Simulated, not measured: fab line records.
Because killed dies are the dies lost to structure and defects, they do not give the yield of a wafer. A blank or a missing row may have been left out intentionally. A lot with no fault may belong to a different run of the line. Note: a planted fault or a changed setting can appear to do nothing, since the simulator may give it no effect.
8D (eight disciplines) problem report, filled in by code -- flow sky130 -- the parts of the form that need people (team, actions taken, sign-off) are left out

## 1. THE PROBLEM
Wafers free of any fault read 15.46 nm (standard deviation 0.22) for CAPM_CVD_00_THK at SKY_CAPM_THK_MEAS_01, against a mean of 26.92 nm on 3 wafers of 2 lots. Measured from the usual mean, that is +52 standard deviations.
First observed at day 42 01:32: wafer L235.1, on film-metro-04. At this step, 36 wafers from 12 lots have a number in the record. By rule, "out" or "out of limits" means more than 4 standard deviations away from the usual mean. Any other wafer with a number is counted as sound.

## 2. WHAT THIS IS AND IS NOT
question,is,is not
which readings at this step,CAPM_CVD_00_THK,-
which lots,"L235, L236","L216, L217, L219, L220, L221, L224, L225, L226, L227, L237"
which wafers of those lots,"L235.1, L235.4, L236.5","L235.6, L236.1, L236.2"
read on which gauges,"film-metro-03, film-metro-04",film-metro-02
when,from day 42 01:32,"up to then (28 sound wafers); but 5 sound wafers of L236, L237 came after"

## 3. WHAT RULES OUT EACH SUSPECT
Counting: any tool at a process step up to the reading remains a suspect provided it ran every lot that is out. Sound lots after the first of them don't rule it out here, since some wafers of a struck lot are sound.
- the gauge at SKY_CAPM_THK_MEAS_01: ruled out. Those wafers that are out were read across 2 gauges (film-metro-03, film-metro-04).
- pecvd-03 at SKY_CAPM_CVD_00 (deposits SiO2, target thk 15.5 nm): kept. Ran every lot that is out, first one L235 (day 42 01:31); last sound lot up to then L227 (day 40 02:00).
- In pecvd-03 at SKY_CAPM_CVD_00, the wafers that are out were processed in chamber 1 and their sound lot-mates in chambers 0, 2.
Remaining after the count: pecvd-03 at SKY_CAPM_CVD_00.

## 4. THE CAUSE (what the simulator had put in)
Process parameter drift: pecvd-03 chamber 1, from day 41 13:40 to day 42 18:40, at SKY_CAPM_CVD_00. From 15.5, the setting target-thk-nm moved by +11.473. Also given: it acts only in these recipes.
Only this tool survived the counting.

## 5. SEQUENCE OF EFFECTS, ordered by route
One row per reading whose mean, taken over the struck wafers that have a number, lies over 3 standard deviations from the usual. Only readings whose record carries a usual standard deviation are examined. hours: median over the lots of the time between each lot's start at the first step of this table that gives one and its start at this step. sigmas: the change, counted in usual standard deviations.
hours,step,reading,usual,on struck wafers,change,sigmas
0,SKY_CAPM_THK_MEAS_01,CAPM_CVD_00_THK,15.46 nm,26.92,+11.46,+52
48,SKY_METAL3_ETCH_17,oes-product-au,0.754 a.u.,1.008,+0.254,+37
Its process steps:
- SKY_METAL3_ETCH_17: etches SiO2 in C4F8/O2/Ar, stops on TiN, time 3.9 s, target depth 15 nm.
Later steps that measure or inspect, where all struck wafers having a row at the step show a number for every such reading and not one has moved that far: SKY_CAPM_THK_MEAS_04.

## 6. WHAT WOULD HAVE CAUGHT IT SOONER
The first out-of-limits reading at a measuring or inspecting step in this record came at day 42 01:32, 12 hours after the fault's start at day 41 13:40.
No tool reading at SKY_CAPM_CVD_00 that has a usual standard deviation in the record was out on any struck wafer, so an alarm limit of 4 standard deviations on those readings would not have fired.
L236, from the lots that are out (2), started SKY_CAPM_CVD_00 on pecvd-03 later than day 42 01:32. A tool hold placed at that time would have kept it from harm.
